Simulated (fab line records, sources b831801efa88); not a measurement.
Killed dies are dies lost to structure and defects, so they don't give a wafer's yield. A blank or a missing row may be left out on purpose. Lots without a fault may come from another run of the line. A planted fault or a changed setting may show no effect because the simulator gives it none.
Which tool did it? | flow gf180mcu | 11 lots, 33 wafers sampled, at 2 steps of a route of 602

WHAT THE GAUGES READ, wafer by wafer
GF_MIM_THK_MEAS_06. Usual: MIM_CVD_05_THK 42.1 nm, standard deviation 0.68.
lot  | measured     | on            | MIM_CVD_05_THK (nm) | flag
L720 | day 24 03:15 | film_metro-04 | 42.3 43.3 42.8      |
L721 | day 24 16:35 | film_metro-01 | 41.7 42.0 41.8      |
L722 | day 25 07:38 | film_metro-04 | 42.4 42.7 42.1      |
L726 | day 26 16:35 | film_metro-02 | 41.9 42.3 42.7      |
L732 | day 28 20:41 | film_metro-02 | 41.7 42.0 42.6      |
L735 | day 29 19:30 | film_metro-04 | 40.8 41.7 41.2      |
L736 | day 29 23:53 | film_metro-04 | 41.9 42.3 41.6      |
L738 | day 30 04:34 | film_metro-02 | 41.4 42.7 43.3      |
L739 | day 30 13:58 | film_metro-01 | 41.8 41.8 41.7      |
L741 | day 31 03:50 | film_metro-02 | 41.9 42.7 44.3      |
L743 | day 31 16:52 | film_metro-01 | 41.9 42.3 42.4      |

WHICH TOOL RAN EACH LOT (tool, then ch and the chambers of the sampled wafers, then the start)
lot  | GF_MIM_SPUTTER_01
L720 | pvd_sputter-02, day 24 03:05
L721 | pvd_sputter-03, day 24 16:25
L722 | pvd_sputter-04, day 25 07:28
L726 | pvd_sputter-03, day 26 16:25
L732 | pvd_sputter-04, day 28 20:31
L735 | pvd_sputter-03, day 29 19:21
L736 | pvd_sputter-03, day 29 23:42
L738 | pvd_sputter-03, day 30 04:25
L739 | pvd_sputter-03, day 30 13:49
L741 | pvd_sputter-03, day 31 03:40
L743 | pvd_sputter-04, day 31 16:43
- GF_MIM_SPUTTER_01: material TiN, target thk 30 nm, time 25 s.

WHAT THE TOOLS THEMSELVES READ (means of the sampled wafers that have a number; where no wafer has one, the mark that the record gives instead)
GF_MIM_SPUTTER_01. Usual: throttle_valve_pct 30.4 %, standard deviation 0.8.
lot  | tool           | throttle_valve_pct (%) | flag
L720 | pvd_sputter-02 | 31.5                   |
L721 | pvd_sputter-03 | 30.6                   |
L722 | pvd_sputter-04 | 29.8                   |
L726 | pvd_sputter-03 | 30.9                   |
L732 | pvd_sputter-04 | 30.2                   |
L735 | pvd_sputter-03 | 30.8                   |
L736 | pvd_sputter-03 | 31.1                   |
L738 | pvd_sputter-03 | 30.7                   |
L739 | pvd_sputter-03 | 30.4                   |
L741 | pvd_sputter-03 | 30.9                   |
L743 | pvd_sputter-04 | 30.9                   |

THE ANSWER, worked out from the rows above alone
Rule: a lot is off if the mean of its wafers that have a number lies more than 3 standard deviations from the usual mean. A lot without any number at a reading at which 4 lots or more have one is off too. The other lots that the step has rows for count as sound. The gauges are gone through in route order, then the tools' own readings, and for those a lot's mean is taken as printed above. The first step at which some lot is off is used, and at that step the reading that is off furthest; a lot without a number counts as furthest.
No lot is off at any reading shown: from this, nothing can be told.

WHAT THE SIMULATOR HAD PUT IN
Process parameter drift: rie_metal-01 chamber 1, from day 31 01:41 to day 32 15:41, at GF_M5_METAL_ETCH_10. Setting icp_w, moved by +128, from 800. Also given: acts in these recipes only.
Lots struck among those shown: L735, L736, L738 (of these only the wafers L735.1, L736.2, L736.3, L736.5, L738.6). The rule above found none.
